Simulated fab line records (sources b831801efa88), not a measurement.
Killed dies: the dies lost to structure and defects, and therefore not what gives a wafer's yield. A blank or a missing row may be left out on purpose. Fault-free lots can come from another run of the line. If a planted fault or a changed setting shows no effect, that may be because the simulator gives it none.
Which tool was responsible? | flow sky130 | Sampling: 15 lots, 45 wafers, 5 of 708 route steps

## WHAT EACH GAUGE READ, for each wafer
SKY_RES_XHIGH_TW_MEAS_09. Usual: for RES_XHIGH_TW the level is 1655 and the standard deviation is 10.
lot  | measured     | on           | RES_XHIGH_TW   | flag
L589 | day 26 20:23 | filmMetro-04 | 1649 1652 1640 | 
L590 | day 27 06:28 | filmMetro-04 | 1649 1649 1647 | 
L592 | day 27 23:34 | filmMetro-01 | 1660 1656 1653 | 
L595 | day 29 07:55 | filmMetro-01 | 1671 1673 1674 | 
L596 | day 30 04:05 | filmMetro-04 | 1652 1634 1638 | 
L599 | day 31 03:25 | filmMetro-03 | 1649 1657 1652 | 
L601 | day 31 15:07 | filmMetro-04 | 30 30 30       | OFF
L602 | day 31 20:16 | filmMetro-01 | 30 30 30       | OFF
L603 | day 32 01:26 | filmMetro-04 | 30 30 30       | OFF
L604 | day 32 06:25 | filmMetro-01 | 1662 1673 1675 | 
L607 | day 33 08:34 | filmMetro-03 | 1666 1666 1661 | 
L608 | day 33 11:40 | filmMetro-01 | 1667 1657 1669 | 
L609 | day 34 02:58 | filmMetro-01 | 1657 1663 1663 | 
L610 | day 34 20:43 | filmMetro-04 | 1642 1640 1659 | 
L611 | day 34 20:14 | filmMetro-04 | 1655 1646 1655 | 

SKY_SD_N_OVL_MEAS_08. Usual: for SD_N_OVL the level is -0.4 nm and the standard deviation is 1.3.
lot  | measured     | on         | SD_N_OVL (nm)  | flag
L589 | day 28 00:56 | overlay-01 | -1.5 -0.4 1.2  | 
L590 | day 28 10:55 | overlay-01 | 0.7 -0.1 1.4   | 
L592 | day 29 03:54 | overlay-02 | 1.0 2.7 -0.1   | 
L595 | day 30 11:41 | overlay-01 | -2.8 -2.8 0.5  | 
L596 | day 31 07:39 | overlay-01 | -2.9 -0.7 -1.3 | 
L599 | day 32 06:15 | overlay-02 | 0.0 -0.8 -1.5  | 
L601 | day 32 19:48 | overlay-02 | 1.3 -1.6 -1.8  | 
L602 | day 33 00:20 | overlay-02 | -1.3 -0.2 0.5  | 
L603 | day 33 04:33 | overlay-01 | 0.5 0.9 0.7    | 
L604 | day 33 09:57 | overlay-02 | 2.3 1.6 -1.1   | 
L607 | day 34 11:03 | overlay-02 | -0.1 0.0 0.5   | 
L608 | day 34 14:00 | overlay-02 | -3.8 -2.7 -3.4 | 
L609 | day 35 05:39 | overlay-02 | -1.2 -0.1 -1.1 | 
L610 | day 35 23:05 | overlay-02 | -0.9 0.3 0.5   | 
L611 | day 35 22:26 | overlay-02 | 0.6 1.6 -0.8   | 

SKY_SD_N_TW_MEAS_12. Usual: for SD_N_TW the level is 4021 and the standard deviation is 23.
lot  | measured     | on           | SD_N_TW        | flag
L589 | day 28 01:23 | filmMetro-01 | 4019 4059 4052 | 
L590 | day 28 11:21 | filmMetro-03 | 4028 4031 4037 | 
L592 | day 29 04:20 | filmMetro-04 | 4010 4035 4022 | 
L595 | day 30 12:08 | filmMetro-04 | 4005 3996 4010 | 
L596 | day 31 08:05 | filmMetro-04 | 3963 3972 3995 | 
L599 | day 32 06:41 | filmMetro-03 | 4061 4059 4060 | 
L601 | day 32 20:14 | filmMetro-04 | 4023 4015 4007 | 
L602 | day 33 00:46 | filmMetro-03 | 4028 4028 4046 | 
L603 | day 33 04:59 | filmMetro-04 | 3988 4007 3991 | 
L604 | day 33 10:23 | filmMetro-01 | 4055 4051 4053 | 
L607 | day 34 11:29 | filmMetro-03 | 4001 4022 4014 | 
L608 | day 34 14:26 | filmMetro-03 | 4028 4026 4034 | 
L609 | day 35 06:05 | filmMetro-03 | 4035 4034 4049 | 
L610 | day 35 23:31 | filmMetro-04 | 4017 4039 4005 | 
L611 | day 35 22:53 | filmMetro-01 | 4054 4038 4038 | 

## EACH LOT AND THE TOOL THAT RAN IT (in order: tool; ch and the chambers of the sampled wafers; start)
lot  | SKY_POLY_GATE_ETCH_17           | SKY_RES_XHIGH_DEVELOP_06
L589 | rieSi-02 ch 0,1,3, day 16 16:24 | lithoTrack-02 ch 0, day 26 19:59
L590 | rieSi-01 ch 0,2,3, day 17 03:01 | lithoTrack-03 ch 0, day 27 06:05
L592 | rieSi-02 ch 0,1,2, day 17 16:33 | lithoTrack-03 ch 0, day 27 23:10
L595 | rieSi-01 ch 0,2,3, day 19 07:13 | lithoTrack-02 ch 0, day 29 07:31
L596 | rieSi-01 ch 0,1, day 19 23:28   | lithoTrack-02 ch 0, day 30 03:41
L599 | rieSi-01 ch 0,2,3, day 21 01:40 | lithoTrack-03 ch 0, day 31 03:01
L601 | rieSi-02 ch 1,3, day 21 15:04   | lithoTrack-01, day 31 14:43
L602 | rieSi-01 ch 0,1,3, day 21 23:25 | lithoTrack-03, day 31 19:52
L603 | rieSi-02 ch 0,1,3, day 22 05:19 | lithoTrack-01, day 32 01:03
L604 | rieSi-01 ch 1,3, day 22 13:04   | lithoTrack-03 ch 0, day 32 06:01
L607 | rieSi-02 ch 0,1,3, day 23 14:46 | lithoTrack-01 ch 0, day 33 08:10
L608 | rieSi-01 ch 0,1,2, day 23 18:28 | lithoTrack-03 ch 0, day 33 11:16
L609 | rieSi-01 ch 0,1, day 24 11:28   | lithoTrack-03 ch 0, day 34 02:34
L610 | rieSi-02 ch 1,3, day 25 03:40   | lithoTrack-03 ch 0, day 34 20:19
L611 | rieSi-01 ch 1,3, day 25 05:12   | lithoTrack-01 ch 0, day 34 19:52
- SKY_POLY_GATE_ETCH_17: etches poly-Si in HBr/Cl2, stops on SiO2, target depth 180 nm, time 70.5 s.
- SKY_RES_XHIGH_DEVELOP_06: develop time 60 s.

## AS READ BY THE TOOLS THEMSELVES (means over the sampled wafers that have a number; for cases with no such wafer, the mark the record gives instead)
SKY_POLY_GATE_ETCH_17. Usual: biasW 100.01 W, standard deviation 0.28; drypumpMotorCurrentA 5.8 A, standard deviation 0.39; mfcCl2Sccm 49.99 sccm, standard deviation 0.14; oesProductAu 0.988 a.u., standard deviation 0.0082; throttleValvePct 33.683 %, standard deviation 0.0099.
lot  | tool     | biasW (W) | drypumpMotorCurrentA (A) | mfcCl2Sccm (sccm) | oesProductAu (a.u.) | throttleValvePct (%) | flag
L589 | rieSi-02 | 99.98     | 6.0                      | 50.01             | 0.992               | 33.672               | 
L590 | rieSi-01 | 99.80     | 5.5                      | 50.01             | 0.985               | 33.676               | 
L592 | rieSi-02 | 99.95     | 5.8                      | 50.05             | 0.986               | 33.680               | 
L595 | rieSi-01 | 99.90     | 5.5                      | 49.93             | 0.985               | 33.680               | 
L596 | rieSi-01 | 99.99     | 5.8                      | 50.11             | 0.993               | 33.684               | 
L599 | rieSi-01 | 99.72     | 5.5                      | 50.14             | 0.990               | 33.683               | 
L601 | rieSi-02 | 99.89     | 6.0                      | 50.06             | 0.997               | 33.681               | 
L602 | rieSi-01 | 100.07    | 5.8                      | 50.01             | 0.988               | 33.688               | 
L603 | rieSi-02 | 99.87     | 6.0                      | 50.05             | 0.994               | 33.689               | 
L604 | rieSi-01 | 100.17    | 6.1                      | 49.98             | 0.982               | 33.680               | 
L607 | rieSi-02 | 100.18    | 6.0                      | 49.92             | 0.989               | 33.680               | 
L608 | rieSi-01 | 100.20    | 5.5                      | 49.95             | 0.999               | 33.687               | 
L609 | rieSi-01 | 100.06    | 5.8                      | 50.10             | 0.996               | 33.675               | 
L610 | rieSi-02 | 100.05    | 5.9                      | 49.92             | 0.984               | 33.681               | 
L611 | rieSi-01 | 99.99     | 6.1                      | 49.79             | 0.983               | 33.686               | 

SKY_RES_XHIGH_DEVELOP_06. Usual: 23.01 C for chillPlateTempC, sd 0.09.
lot  | tool          | chillPlateTempC (C) | flag
L589 | lithoTrack-02 | 22.99               | 
L590 | lithoTrack-03 | 23.08               | 
L592 | lithoTrack-03 | 22.91               | 
L595 | lithoTrack-02 | 22.94               | 
L596 | lithoTrack-02 | 23.00               | 
L599 | lithoTrack-03 | 22.94               | 
L601 | lithoTrack-01 | -                   | OFF
L602 | lithoTrack-03 | -                   | OFF
L603 | lithoTrack-01 | -                   | OFF
L604 | lithoTrack-03 | 23.01               | 
L607 | lithoTrack-01 | 23.04               | 
L608 | lithoTrack-03 | 23.03               | 
L609 | lithoTrack-03 | 23.01               | 
L610 | lithoTrack-03 | 23.05               | 
L611 | lithoTrack-01 | 22.99               | 

## THE ANSWER, worked out from the rows above alone
Rule: a lot counts as off when the mean over its wafers that have a number is more than 3 standard deviations away from the usual mean. A lot without any number at a reading at which 4 lots or more have one is off too. Any other lot the step has rows for is counted as sound. The gauges are gone through in route order, then the tools' own readings, and for those a lot's mean is taken as printed above. The first step at which some lot is off is used, and at that step the reading that is off furthest; a lot without a number counts as furthest.
Off: L601, L602, L603, at SKY_RES_XHIGH_TW_MEAS_09 (RES_XHIGH_TW).
If a tool, at a process step before that reading, ran all the lots that are off and no sound lot after the first of them, it fits. Not tried: the gauges at SKY_RES_XHIGH_TW_MEAS_09; whatever is off there is also off at SKY_RES_XHIGH_DEVELOP_06, on other tools, and gauge error can't account for it. Not one of the candidates tried fits.

## WHAT HAD BEEN PUT IN BY THE SIMULATOR
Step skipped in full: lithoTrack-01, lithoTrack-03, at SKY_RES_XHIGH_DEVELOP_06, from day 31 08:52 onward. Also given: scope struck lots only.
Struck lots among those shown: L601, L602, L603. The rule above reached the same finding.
